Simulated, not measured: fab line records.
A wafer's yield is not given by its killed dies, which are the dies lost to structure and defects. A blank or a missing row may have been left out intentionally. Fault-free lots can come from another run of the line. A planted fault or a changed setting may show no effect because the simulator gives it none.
Which tool was responsible?    flow sky130    Sampling: 6 lots, 18 wafers, 5 of 708 route steps

## WHAT THE GAUGES READ, wafer by wafer
SKY_VIA2_BOW_MEAS_03.
lot   measured      on             VIA2_BOW (um)
L281  day 35 05:10  film_metro-04  92 85 91
L283  day 35 23:50  film_metro-04  84 84 94
L286  day 36 22:14  film_metro-03  84 105 87
L288  day 37 13:10  film_metro-02  89 102 92
L295  day 39 13:41  film_metro-02  86 84 81
L300  day 41 04:23  film_metro-03  84 83 85

## WHICH TOOL RAN EACH LOT (tool, then ch and the chambers of the sampled wafers, then the start)
lot   SKY_LDD_N_IMPLANT_10             SKY_LDD_N_STRIP_16                    SKY_METAL2_SPUTTER_03         SKY_METAL2_STRIP_20
L281  implanter-01 ch 0, day 17 17:56  plasma_asher-04 ch 0,1, day 17 18:48  pvd_sputter-04, day 34 00:40  plasma_asher-02 ch 0,1, day 35 03:50
L283  implanter-01 ch 0, day 18 16:19  plasma_asher-04 ch 0,1, day 18 17:13  pvd_sputter-02, day 34 19:59  plasma_asher-02 ch 0,1, day 35 22:43
L286  implanter-01 ch 0, day 19 19:26  plasma_asher-04 ch 0,1, day 19 20:18  pvd_sputter-02, day 35 18:56  plasma_asher-02 ch 0,1, day 36 21:07
L288  implanter-03 ch 0, day 20 10:27  plasma_asher-03 ch 0,1, day 20 11:21  pvd_sputter-04, day 36 09:46  plasma_asher-01 ch 0,1, day 37 12:05
L295  implanter-03 ch 0, day 22 23:17  plasma_asher-01 ch 0, day 23 00:10    pvd_sputter-02, day 38 10:59  plasma_asher-01 ch 0,1, day 39 12:19
L300  implanter-03 ch 0, day 24 20:17  plasma_asher-04 ch 0,1, day 24 21:09  pvd_sputter-01, day 40 02:45  plasma_asher-04 ch 0,1, day 41 03:14
- SKY_LDD_N_IMPLANT_10
- SKY_LDD_N_STRIP_16: strips in O2/N2.
- SKY_METAL2_SPUTTER_03: material Ti, target thk 5 nm, time 3.3 s.
- SKY_METAL2_STRIP_20: strips in O2/N2.

## THE ANSWER, worked out from the rows above alone
Rule: what is usual is taken from the lots themselves. Put in order of their means at a reading, lots are off if they are a third of the lots or fewer, leave a main group of 4 or more, and stand apart from it by a gap of 3 or more times the standard deviation of the main group's means; of several such gaps the widest counts. Not used: any main group whose means are identical at the precision the tables above print for the reading. A lot without any number at a reading at which 4 lots or more have one is off too. All remaining lots with rows at the step are treated as sound.
None of the lots is off at any reading shown; this tells nothing.

## WHAT THE SIMULATOR HAD INSERTED
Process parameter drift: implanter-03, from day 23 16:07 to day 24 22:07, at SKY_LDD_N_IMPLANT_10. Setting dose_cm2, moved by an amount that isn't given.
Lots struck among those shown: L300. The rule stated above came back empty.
